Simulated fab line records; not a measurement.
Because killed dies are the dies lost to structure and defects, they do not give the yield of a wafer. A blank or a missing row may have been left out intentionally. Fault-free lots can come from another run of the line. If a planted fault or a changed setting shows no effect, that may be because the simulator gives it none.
The same fault as seen by 2 desks    flow sky130    every desk sees just its own numbers, and what lay behind them comes last

## AT THE TOOL OWNER'S DESK: implanter-02
The tool's own readings at SKY_VT_ADJUST_HVTR_IMPLANT_09, given as means over the sampled wafers that have a number, one for each lot that went through this tool. If a lot's mean is further than 4 standard deviations from the usual mean, the lot is out of limits and carries the mark OUT (the distance appears in the brackets).
Columns: A = beam_energy_keV at SKY_VT_ADJUST_HVTR_IMPLANT_09, usual 10.000; B = dose_ions_cm2 at SKY_VT_ADJUST_HVTR_IMPLANT_09, usual 2.1e+12; C = faraday_current_uA at SKY_VT_ADJUST_HVTR_IMPLANT_09, usual 11.80
lot   first seen here  A       B                          C
L374  day 12 21:18     10.003  2.1e+12                    11.82
L379  day 14 09:28     10.001  2.1e+12                    11.72
L383  day 15 17:25     9.998   2.9e+12 (+99 or more) OUT  16.27 (+19) OUT
L384  day 16 04:52     9.997   2.9e+12 (+99 or more) OUT  16.25 (+19) OUT
This desk finds L383, L384 out of limits, L383 being first, at day 15 17:25 (dose_ions_cm2 at SKY_VT_ADJUST_HVTR_IMPLANT_09). L374, L379 stayed within limits.

## METROLOGY DESK
Lot by lot, what the gauges showed, no matter which tool ran the lot: averages of those sampled wafers that carry a number. If a lot's mean is further than 4 standard deviations from the usual mean, the lot is out of limits and carries the mark OUT (the distance appears in the brackets).
Columns: A = VT_ADJUST_HVTR_TW at SKY_VT_ADJUST_HVTR_TW_MEAS_11, usual 211.1
lot   first seen here  A
L363  day 9 14:16      211.7
L364  day 10 00:08     210.9
L369  day 11 10:16     211.2
L373  day 12 12:58     210.2
L374  day 12 21:31     211.1
L375  day 13 04:08     212.9
L378  day 13 23:23     212.6
L379  day 14 09:43     209.9
L383  day 15 17:38     230.9 (+18) OUT
L384  day 16 05:06     229.2 (+16) OUT
L385  day 16 09:04     210.8
Per this desk, out of limits: L383, L384; the first was L383, day 15 17:38 (VT_ADJUST_HVTR_TW at SKY_VT_ADJUST_HVTR_TW_MEAS_11). L363, L364, L369, L373, L374, L375, L378, L379, L385 stayed within limits.

## PUT TOGETHER
On L383, L384, at day 15 17:25, an alarm was possible from the tool owner's desk.
Metrology desk: alarm possible at day 15 17:38 on L383, L384.
Of the lots named, all ran SKY_VT_ADJUST_HVTR_IMPLANT_09 on implanter-02.

## WHAT HAD BEEN PUT IN BY THE SIMULATOR
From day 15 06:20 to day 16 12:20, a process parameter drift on implanter-02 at SKY_VT_ADJUST_HVTR_IMPLANT_09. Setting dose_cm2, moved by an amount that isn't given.
Lots struck among those shown: L383, L384.
Delay (hours) between the fault's onset and each desk's first out-of-limits reading: 11 at the tool owner's desk, 11 at the metrology desk.
